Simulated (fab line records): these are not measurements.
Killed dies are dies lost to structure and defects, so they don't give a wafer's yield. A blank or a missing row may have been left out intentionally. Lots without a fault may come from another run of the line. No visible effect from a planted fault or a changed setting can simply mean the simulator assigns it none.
A struck lot beside a sound one + flow gf180mcu + 14 steps out of a route of 602
Sound: the wafers L875.1, L875.2, L875.6. Struck: wafers L877.3, L877.4, L877.5. Last of all comes the cause.
At each step with rows: each side's tool, then ch and its chambers, then its first start. Under that, the readings that differ: sound wafers + struck wafers + difference of the means + sigmas: that difference in standard deviations of wafers without a fault.
alike: a reading whose means differ by less than 2 such deviations, as well as words and numbers matching on both sides. not compared: withheld readings; readings where some wafer has no value; bounds like >300 that might hide an equal value; numbers whose values overlap and for which the record gives no deviation.
Wherever a step has rows on one side only, a row that says differs or no value, or a row with sigmas, the two part there. Non-overlapping numbers with no deviation appear without sigmas and do not part them. A reading that every wafer of one side lacks parts them only if that side has two wafers or more.

GF_MIM_SPUTTER_04: material TiN, target thk 50 nm, time 41.7 s.
  sound on pvd sputter-03 at day 27 04:56; struck on pvd sputter-04 at day 28 00:07
  alike: throttle valve pct
GF_MIM_CVD_05: deposits Si3N4, target thk 42 nm, time 29.086 s.
  sound on pecvd-02 ch 0,2, day 27 04:58; struck on pecvd-01 ch 0,2, day 28 00:10
  alike: heater power outer w, heater power w
GF_MIM_THK_MEAS_06:
  sound on film metro-04 at day 27 05:00; struck on film metro-02 at day 28 00:13
  alike: MIM_CVD_05_THK
GF_MIM_SPUTTER_07: material TiN, target thk 60 nm, time 50 s.
  sound on pvd sputter-01 at day 27 05:04; struck on pvd sputter-04 at day 28 00:16
  alike: throttle valve pct
GF_MIM_SPUTTER_08: material AlCu, target thk 200 nm, time 10.6 s.
  sound on pvd sputter-01 at day 27 05:06; struck on pvd sputter-04 at day 28 00:18
  alike: throttle valve pct
GF_MIM_SPUTTER_09: material TiN, target thk 35 nm, time 29.2 s.
  sound on pvd sputter-01 at day 27 05:07; struck on pvd sputter-04 at day 28 00:19
  alike: throttle valve pct
GF_MIM_RS_MEAS_10: a four-point-probe measurement.
  sound on film metro-02 at day 27 05:10; struck on film metro-04 at day 28 00:25
  alike: MIM_ALCU_RS
GF_MIM_THK_MEAS_11: measures by xrf.
  sound on film metro-02 at day 27 05:17; struck on film metro-04 at day 28 00:31
  alike: MIM_ALCU_THK
then, 4 steps without rows for these wafers: GF_MIM_DEHYDRATE_12 (time 60 s); GF_MIM_HMDS_13 (prime time 60 s); GF_MIM_COAT_14 (resist thk 1000 nm); GF_MIM_SOFTBAKE_15 (time 60 s).
GF_MIM_EXPOSE_16: exposes mask FuseTop, target cd 2000 nm.
  sound on iline stepper-01 ch 0, day 27 14:49; struck on iline stepper-01, day 28 09:17
  no value came back on the struck wafers for exposure dose mJ cm2, focus offset nm (nm); on the sound wafers exposure dose mJ cm2 reads 139.94 140.14 140.09
  alike: mask
after that, 1 step had no rows for these wafers: GF_MIM_PEB_17.

## WHERE THEY PART
At GF_MIM_EXPOSE_16 and nowhere else, as far as this record goes.

WHY: what had been put in by the simulator
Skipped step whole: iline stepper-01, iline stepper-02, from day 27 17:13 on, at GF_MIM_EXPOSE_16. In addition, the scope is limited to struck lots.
